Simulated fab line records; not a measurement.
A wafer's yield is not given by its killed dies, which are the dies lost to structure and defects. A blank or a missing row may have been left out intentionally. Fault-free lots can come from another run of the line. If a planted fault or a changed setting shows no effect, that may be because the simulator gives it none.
Which tool is to blame?    flow sky130    15 lots, 45 wafers sampled, at 4 steps of a route of 708

## WHAT THE GAUGES SHOWED, per wafer
Not one reading of a measure or inspect step in the record can be checked against a usual standard deviation.

## WHAT TOOL EACH LOT RAN ON (gives the tool, then ch and the chambers of the sampled wafers, and finally the start)
lot   SKY_METAL5_STRIP_16                   SKY_PASSIVATION_CVD_02           SKY_PASSIVATION_ETCH_11             SKY_PAD_OPEN_EXPOSE_04
L629  plasma_asher-03 ch 1, day 44 02:31    pecvd-03 ch 0,1, day 44 03:11    rie_diel-03 ch 0,2,3, day 45 00:53  iline_stepper-02 ch 0, day 45 11:35
L628  plasma_asher-04 ch 0,1, day 44 08:30  pecvd-03 ch 1,2, day 44 09:09    rie_diel-01 ch 0,1,3, day 45 05:35  iline_stepper-01 ch 0, day 45 17:13
L630  plasma_asher-04 ch 0,1, day 44 21:07  pecvd-02 ch 0,2, day 44 21:50    rie_diel-01 ch 1,2,3, day 45 18:23  iline_stepper-02 ch 0, day 46 03:58
L634  plasma_asher-04 ch 0,1, day 45 10:16  pecvd-02 ch 0,1, day 45 10:56    rie_diel-02 ch 0,2,3, day 46 06:14  iline_stepper-02 ch 0, day 46 16:52
L635  plasma_asher-01 ch 0,1, day 45 16:40  pecvd-03 ch 0,1, day 45 17:21    rie_diel-03 ch 0,3, day 46 13:44    iline_stepper-02, day 46 22:32
L636  plasma_asher-04 ch 0,1, day 45 20:54  pecvd-02 ch 0,1,2, day 45 21:32  rie_diel-01 ch 1,2,3, day 46 17:50  iline_stepper-01, day 47 02:52
L637  plasma_asher-03 ch 1, day 46 14:19    pecvd-04 ch 1,2, day 46 14:59    rie_diel-03 ch 0,1, day 47 10:32    iline_stepper-02, day 47 19:37
L638  plasma_asher-03 ch 0,1, day 46 15:25  pecvd-02 ch 0,1,2, day 46 16:10  rie_diel-01 ch 0,2,3, day 47 11:50  iline_stepper-02 ch 0, day 47 20:42
L643  plasma_asher-04 ch 0,1, day 47 22:16  pecvd-02 ch 0,2, day 47 23:22    rie_diel-01 ch 2,3, day 48 17:32    iline_stepper-01 ch 0, day 49 02:49
L642  plasma_asher-03 ch 0,1, day 48 00:13  pecvd-03 ch 1,2, day 48 01:13    rie_diel-03 ch 0,1,2, day 48 18:26  iline_stepper-02 ch 0, day 49 03:28
L644  plasma_asher-03 ch 0,1, day 48 09:17  pecvd-02 ch 0,1,2, day 48 10:03  rie_diel-02 ch 0,3, day 49 03:35    iline_stepper-01 ch 0, day 49 12:19
L647  plasma_asher-03 ch 0,1, day 48 14:35  pecvd-03 ch 0,2, day 48 15:16    rie_diel-03 ch 1,3, day 49 09:05    iline_stepper-02 ch 0, day 49 17:11
L645  plasma_asher-04 ch 0,1, day 48 14:55  pecvd-02 ch 0,2, day 48 15:49    rie_diel-01 ch 0,3, day 49 09:11    iline_stepper-01 ch 0, day 49 17:34
L648  plasma_asher-03 ch 0,1, day 48 20:55  pecvd-02 ch 0,1,2, day 48 21:37  rie_diel-02 ch 0,2,3, day 49 14:47  iline_stepper-02 ch 0, day 50 00:52
L650  plasma_asher-03 ch 0,1, day 49 09:51  pecvd-04 ch 0,1,2, day 49 10:31  rie_diel-03 ch 0,1, day 50 03:11    iline_stepper-01 ch 0, day 50 10:43
- SKY_METAL5_STRIP_16: strips in O2/N2.
- SKY_PASSIVATION_CVD_02: deposits Si3N4, target thk 540 nm.
- SKY_PASSIVATION_ETCH_11: etches the open film in CF4/O2, stops on AlCu, target depth 725 nm, time 161.1 s.
- SKY_PAD_OPEN_EXPOSE_04: exposes mask PDM, target cd 60000 nm.

## WHAT THE TOOLS THEMSELVES READ (means of the sampled wafers that have a number; where no wafer has one, the mark that the record gives instead)
SKY_METAL5_STRIP_16.
lot   tool             drypump_motor_current_A (A)  oes_product_au (a.u.)  strip_time_to_endpoint_s (s)
L629  plasma_asher-03  5.8                          0.712                  13.18
L628  plasma_asher-04  5.6                          0.711                  13.23
L630  plasma_asher-04  5.6                          0.709                  13.16
L634  plasma_asher-04  5.6                          0.711                  13.12
L635  plasma_asher-01  5.5                          0.710                  13.15
L636  plasma_asher-04  5.6                          0.716                  13.10
L637  plasma_asher-03  5.7                          0.710                  13.19
L638  plasma_asher-03  5.8                          0.710                  13.23
L643  plasma_asher-04  6.0                          0.711                  13.09
L642  plasma_asher-03  5.9                          0.713                  13.07
L644  plasma_asher-03  5.7                          0.710                  13.12
L647  plasma_asher-03  5.8                          0.709                  13.31
L645  plasma_asher-04  5.6                          0.708                  13.19
L648  plasma_asher-03  5.8                          0.709                  13.06
L650  plasma_asher-03  5.8                          0.710                  13.27

SKY_PASSIVATION_CVD_02.
lot   tool      heater_power_w (W)  susceptor_temp_C (C)
L629  pecvd-03  631                 399.88
L628  pecvd-03  819                 399.98
L630  pecvd-02  909                 400.06
L634  pecvd-02  858                 400.09
L635  pecvd-03  702                 399.81
L636  pecvd-02  780                 400.05
L637  pecvd-04  621                 400.01
L638  pecvd-02  708                 400.03
L643  pecvd-02  745                 400.10
L642  pecvd-03  715                 399.81
L644  pecvd-02  795                 399.93
L647  pecvd-03  716                 400.08
L645  pecvd-02  857                 400.04
L648  pecvd-02  752                 399.96
L650  pecvd-04  647                 400.29

SKY_PASSIVATION_ETCH_11.
lot   tool         drypump_motor_current_A (A)  oes_product_au (a.u.)  throttle_valve_pct (%)
L629  rie_diel-03  5.7                          0.968                  5.964
L628  rie_diel-01  5.9                          0.976                  5.964
L630  rie_diel-01  6.0                          0.982                  5.964
L634  rie_diel-02  5.9                          0.981                  5.960
L635  rie_diel-03  5.7                          0.976                  5.966
L636  rie_diel-01  6.0                          0.980                  5.971
L637  rie_diel-03  5.5                          0.981                  5.959
L638  rie_diel-01  6.2                          0.986                  5.970
L643  rie_diel-01  6.3                          0.984                  5.958
L642  rie_diel-03  5.7                          0.977                  5.956
L644  rie_diel-02  5.8                          0.985                  5.972
L647  rie_diel-03  5.8                          0.981                  5.962
L645  rie_diel-01  6.3                          0.975                  5.963
L648  rie_diel-02  5.9                          0.974                  5.948
L650  rie_diel-03  5.5                          0.975                  5.962

SKY_PAD_OPEN_EXPOSE_04.
lot   tool              exposure_dose_mJ_cm2  focus_offset_nm (nm)
L629  iline_stepper-02  260.12                -0.0
L628  iline_stepper-01  259.67                0.1
L630  iline_stepper-02  259.71                -0.5
L634  iline_stepper-02  259.82                0.0
L635  iline_stepper-02  -                     -
L636  iline_stepper-01  -                     -
L637  iline_stepper-02  -                     -
L638  iline_stepper-02  259.92                0.1
L643  iline_stepper-01  259.92                0.6
L642  iline_stepper-02  259.89                0.1
L644  iline_stepper-01  260.01                0.1
L647  iline_stepper-02  260.07                -0.1
L645  iline_stepper-01  260.18                -0.6
L648  iline_stepper-02  260.20                -0.2
L650  iline_stepper-01  260.07                -0.7

## THE ANSWER, worked out from the rows above alone
Rule: the usual values come from the lots themselves. Put in order of their means at a reading, lots are off if they are a third of the lots or fewer, leave a main group of 4 or more, and stand apart from it by a gap of 3 or more times the standard deviation of the main group's means; of several such gaps the widest counts. The tables above print the reading to a certain number of digits; a main group whose means all agree to those digits is not used. Also off: a lot with no number at a reading for which 4 or more lots have one. Where the step has rows for the other lots, those lots are counted as sound. First the gauges in route order, then the tools' own readings, where a lot's mean is used as printed above. At the first step where some lot is off, the reading lying furthest off is the one used; lots without a number count as furthest.
Off at SKY_PAD_OPEN_EXPOSE_04 (exposure_dose_mJ_cm2): L635, L636, L637. Without a number there: L635, L636, L637. The main group has a mean of 259.96 with a standard deviation of 0.17.
A tool fits if, at that step or a process step before it, it ran every lot that is off, and no sound lot after the first of them. Not one of the candidates tried fits.

## WHAT THE SIMULATOR HAD INSERTED
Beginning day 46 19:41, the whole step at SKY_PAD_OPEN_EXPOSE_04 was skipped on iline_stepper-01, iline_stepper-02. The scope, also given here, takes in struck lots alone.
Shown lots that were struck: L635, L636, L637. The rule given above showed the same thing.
